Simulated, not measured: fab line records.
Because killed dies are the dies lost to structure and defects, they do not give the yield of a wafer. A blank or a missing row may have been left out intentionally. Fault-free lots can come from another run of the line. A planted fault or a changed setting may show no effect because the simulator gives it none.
Matching of chambers -- flow sky130 -- SKY_PASSIVATION_CVD_00 on pecvd-02 has 3 sister chambers
The step deposits SiO2, target thk 90 nm. 3 wafers are shown with their chamber, then 12 later ones without.

EACH WAFER AND ITS CHAMBER
wafer,chamber,heater-power-w (W)
L091.4,0,560
L091.5,1,836
L091.6,2,547

WAFERS MISSING THEIR CHAMBER
wafer,heater-power-w (W)
L090.1,557
L090.5,572
L090.6,796
L094.2,857
L094.3,653
L094.5,862
L096.2,645
L096.4,659
L096.5,635
L097.1,656
L097.2,937
L097.6,623

WHICH CHAMBER EACH WENT THROUGH
wafer,from the rows above,in truth
L090.1,can't be placed: 0 or 2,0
L090.5,can't be placed: 0 or 2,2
L090.6,1,1
L094.2,1,1
L094.3,can't be placed: 0 or 2 or 1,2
L094.5,1,1
L096.2,can't be placed: 0 or 2 or 1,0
L096.4,can't be placed: 0 or 2 or 1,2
L096.5,can't be placed: 0 or 2 or 1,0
L097.1,can't be placed: 0 or 2 or 1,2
L097.2,1,1
L097.6,can't be placed: 0 or 2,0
Placed correctly: 4 of 12. These rows do not allow placing 8 (true chamber among the candidates in 8). Placed wrongly: 0.
How it was worked out, from the rows above alone: a wafer's distance from a chamber is the root of the sum, over the readings, of the square of ((its reading less the chamber's mean) divided by the reading's scatter). The wafer belongs to the nearest chamber; if the next one is less than 2 further off, it can't be placed. Each chamber's mean is taken over the wafers shown for it. The scatter (one wafer shown for each chamber): square how far every hidden wafer sits from the nearest shown wafer, average those squares and take the square root.
